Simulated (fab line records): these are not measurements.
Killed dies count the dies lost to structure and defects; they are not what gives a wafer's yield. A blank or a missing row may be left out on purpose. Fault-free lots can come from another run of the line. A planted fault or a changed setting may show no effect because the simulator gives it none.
Which tool did it? | flow gf180mcu | route of 602 steps, sampled at 1 step: 7 lots, 21 wafers

WHAT THE GAUGES SHOWED, per wafer
GF_V4_THK_MEAS_01.
lot  | measured     | on           | V4_CVD_00_THK (nm)
L692 | day 23 23:32 | filmMetro-04 | 594 599 601
L695 | day 24 21:23 | filmMetro-01 | 596 594 598
L700 | day 26 08:32 | filmMetro-02 | 610 598 605
L702 | day 27 09:05 | filmMetro-04 | 602 599 595
L704 | day 27 23:05 | filmMetro-01 | 600 606 607
L708 | day 29 07:50 | filmMetro-04 | 610 607 606
L710 | day 29 19:04 | filmMetro-01 | 596 595 595

WHICH TOOL RAN EACH LOT (tool, then ch and the chambers of the sampled wafers, then the start)
The record holds no process step before these readings.

THE ANSWER, worked out from the rows above alone
Rule: the usual values come from the lots themselves. Put in order of their means at a reading, lots are off if they are a third of the lots or fewer, leave a main group of 4 or more, and stand apart from it by a gap of 3 or more times the standard deviation of the main group's means; of several such gaps the widest counts. The tables above print the reading to a certain number of digits; a main group whose means all agree to those digits is not used. Also off: a lot with no number at a reading for which 4 or more lots have one. Where the step has rows for the other lots, those lots are counted as sound.
Nothing can be told from this: no lot is off at any reading shown.

WHAT THE SIMULATOR HAD INSERTED
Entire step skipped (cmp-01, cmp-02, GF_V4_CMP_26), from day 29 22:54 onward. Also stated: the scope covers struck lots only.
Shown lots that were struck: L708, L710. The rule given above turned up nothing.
